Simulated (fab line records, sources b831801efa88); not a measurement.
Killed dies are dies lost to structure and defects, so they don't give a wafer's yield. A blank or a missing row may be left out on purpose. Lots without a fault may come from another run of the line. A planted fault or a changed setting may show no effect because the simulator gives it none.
Which tool did it? | flow gf180mcu | 14 lots, 42 wafers sampled, at 3 steps of a route of 602

WHAT THE GAUGES READ, wafer by wafer
GF_POLY_GATE_OVL_MEAS_11. Usual: POLY_GATE_OVL 0 nm, standard deviation 5.
lot  | measured     | on         | POLY_GATE_OVL (nm) | flag
L523 | day 9 12:16  | overlay-02 | 1 7 -5             |
L524 | day 9 21:41  | overlay-01 | -1 1 2             |
L526 | day 10 14:28 | overlay-01 | 11 -1 8            |
L527 | day 10 17:05 | overlay-01 | 11 4 5             |
L528 | day 11 03:00 | overlay-01 | 1 -1 3             |
L529 | day 11 03:12 | overlay-02 | -9 -9 -7           |
L531 | day 12 01:26 | overlay-02 | -3 2 0             |
L532 | day 12 06:29 | overlay-02 | -4 3 3             |
L533 | day 12 10:37 | overlay-01 | 2 -2 -7            |
L535 | day 13 04:05 | overlay-02 | 0 1 -5             |
L537 | day 13 17:30 | overlay-02 | 10 0 6             |
L538 | day 14 01:44 | overlay-02 | -3 1 -1            |
L539 | day 14 08:35 | overlay-02 | -4 -8 -4           |
L542 | day 15 06:45 | overlay-02 | -3 -4 -10          |

GF_HV_LDD_TW_MEAS_23. Usual: HV_LDD_2_TW 1057, standard deviation 9.
lot  | measured     | on            | HV_LDD_2_TW    | flag
L523 | day 11 01:02 | film_metro-03 | 1051 1048 1051 |
L524 | day 11 13:10 | film_metro-02 | 1049 1047 1047 |
L526 | day 12 07:42 | film_metro-03 | 1041 1047 1045 |
L527 | day 12 09:07 | film_metro-01 | 1072 1069 1073 |
L528 | day 12 19:56 | film_metro-01 | 1067 1068 1074 |
L529 | day 12 19:58 | film_metro-03 | 1045 1044 1044 |
L531 | day 13 20:14 | film_metro-03 | 1047 1050 1054 |
L532 | day 14 02:19 | film_metro-01 | 1062 1067 1063 |
L533 | day 14 07:10 | film_metro-01 | 1066 1067 1067 |
L535 | day 15 02:18 | film_metro-01 | 1067 1066 1060 |
L537 | day 15 15:20 | film_metro-03 | 1049 1051 1051 |
L538 | day 15 23:01 | film_metro-02 | 1058 1057 1054 |
L539 | day 16 05:37 | film_metro-01 | 1068 1058 1066 |
L542 | day 17 07:11 | film_metro-02 | 1050 1056 1053 |

WHICH TOOL RAN EACH LOT (tool, then ch and the chambers of the sampled wafers, then the start)
lot  | GF_POLY_GATE_ETCH_13
L523 | rie_si-01 ch 2,3, day 9 12:20
L524 | rie_si-02 ch 1,2, day 9 21:46
L526 | rie_si-01 ch 0,1, day 10 14:34
L527 | rie_si-01 ch 2,3, day 10 17:10
L528 | rie_si-02 ch 1,2,3, day 11 03:04
L529 | rie_si-01 ch 1,3, day 11 03:17
L531 | rie_si-01 ch 1,2,3, day 12 01:31
L532 | rie_si-01 ch 0,1,3, day 12 06:34
L533 | rie_si-01 ch 1,2,3, day 12 10:43
L535 | rie_si-02 ch 0,1,2, day 13 04:10
L537 | rie_si-01 ch 0,1,3, day 13 17:35
L538 | rie_si-01 ch 1,3, day 14 01:49
L539 | rie_si-01 ch 0,1, day 14 08:41
L542 | rie_si-02 ch 0,1, day 15 06:49
- GF_POLY_GATE_ETCH_13: etches poly-Si in HBr/Cl2, stops on SiO2, target depth 198.5 nm, time 69.6 s.

WHAT THE TOOLS THEMSELVES READ (means of the sampled wafers that have a number; where no wafer has one, the mark that the record gives instead)
GF_POLY_GATE_ETCH_13. Usual: drypump_motor_current_A 6.1 A, standard deviation 0.51; oes_product_au 0.990 a.u., standard deviation 0.0074; rf_fwd_power_W 397.2 W, standard deviation 1.4; throttle_valve_pct 33.685 %, standard deviation 0.0085.
lot  | tool      | drypump_motor_current_A (A) | oes_product_au (a.u.) | rf_fwd_power_W (W) | throttle_valve_pct (%) | flag
L523 | rie_si-01 | 6.0                         | 0.996                 | 396.5              | 33.683                 |
L524 | rie_si-02 | 6.3                         | 0.998                 | 396.8              | 33.677                 |
L526 | rie_si-01 | 5.8                         | 0.982                 | 397.6              | 33.692                 |
L527 | rie_si-01 | 5.5                         | 0.980                 | 398.3              | 33.689                 |
L528 | rie_si-02 | 6.3                         | 1.000                 | 395.8              | 33.686                 |
L529 | rie_si-01 | 6.0                         | 0.990                 | 398.5              | 33.686                 |
L531 | rie_si-01 | 6.0                         | 0.986                 | 397.8              | 33.678                 |
L532 | rie_si-01 | 5.7                         | 0.988                 | 398.1              | 33.694                 |
L533 | rie_si-01 | 6.0                         | 0.985                 | 397.3              | 33.682                 |
L535 | rie_si-02 | 6.1                         | 0.996                 | 396.7              | 33.685                 |
L537 | rie_si-01 | 5.7                         | 0.984                 | 399.3              | 33.684                 |
L538 | rie_si-01 | 5.6                         | 0.992                 | 397.3              | 33.683                 |
L539 | rie_si-01 | 6.1                         | 0.985                 | 397.3              | 33.691                 |
L542 | rie_si-02 | 6.4                         | 0.991                 | 397.7              | 33.687                 |

THE ANSWER, worked out from the rows above alone
Rule: a lot is off if the mean of its wafers that have a number lies more than 3 standard deviations from the usual mean. A lot without any number at a reading at which 4 lots or more have one is off too. The other lots that the step has rows for count as sound. The gauges are gone through in route order, then the tools' own readings, and for those a lot's mean is taken as printed above. The first step at which some lot is off is used, and at that step the reading that is off furthest; a lot without a number counts as furthest.
No lot is off at any reading shown: from this, nothing can be told.

WHAT THE SIMULATOR HAD PUT IN
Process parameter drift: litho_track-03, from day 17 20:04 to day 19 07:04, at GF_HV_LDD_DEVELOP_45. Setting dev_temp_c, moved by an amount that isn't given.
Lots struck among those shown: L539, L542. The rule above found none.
